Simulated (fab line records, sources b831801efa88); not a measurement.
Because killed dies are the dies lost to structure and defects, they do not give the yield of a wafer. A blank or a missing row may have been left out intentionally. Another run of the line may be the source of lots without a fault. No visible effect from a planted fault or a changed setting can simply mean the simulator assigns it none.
Which tool was responsible?    flow gf180mcu    18 wafers from 6 lots sampled at 2 of the route's 602 steps

## WHAT EACH GAUGE READ, for each wafer
GF_M4_CD_MEAS_14 targets a cd of 280 nm.
lot   measured      on         cd-nm (nm)
L352  day 24 05:03  cd-sem-01  279.2 280.3 279.9
L354  day 24 23:35  cd-sem-01  280.9 279.8 280.1
L361  day 27 04:41  cd-sem-01  281.7 279.7 280.8
L365  day 28 08:49  cd-sem-01  279.8 280.2 280.1
L369  day 29 17:04  cd-sem-02  278.3 278.0 277.2
L372  day 30 02:00  cd-sem-01  279.0 279.5 279.0

## TOOL THAT RAN EACH LOT (tool first, then ch and the chambers of the sampled wafers, then the start)
lot   GF_M4_SPUTTER_01
L352  pvd-sputter-04, day 23 06:49
L354  pvd-sputter-03, day 24 01:38
L361  pvd-sputter-03, day 26 07:58
L365  pvd-sputter-02, day 27 12:58
L369  pvd-sputter-03, day 28 22:25
L372  pvd-sputter-03, day 29 07:29
- GF_M4_SPUTTER_01: material TiN, target thk 30 nm, time 25 s.

## THE ANSWER, worked out from the rows above alone
Rule: usual is defined by the lots themselves. Put in order of their means at a reading, lots are off if they are a third of the lots or fewer, leave a main group of 4 or more, and stand apart from it by a gap of 3 or more times the standard deviation of the main group's means; of several such gaps the widest counts. A main group is skipped when, at the precision printed for the reading in the tables above, its means are all equal. A lot without any number at a reading at which 4 lots or more have one is off too. Where the step has rows for the other lots, those lots are counted as sound.
Nothing can be told from this: no lot is off at any reading shown.

## WHAT THE SIMULATOR PUT IN
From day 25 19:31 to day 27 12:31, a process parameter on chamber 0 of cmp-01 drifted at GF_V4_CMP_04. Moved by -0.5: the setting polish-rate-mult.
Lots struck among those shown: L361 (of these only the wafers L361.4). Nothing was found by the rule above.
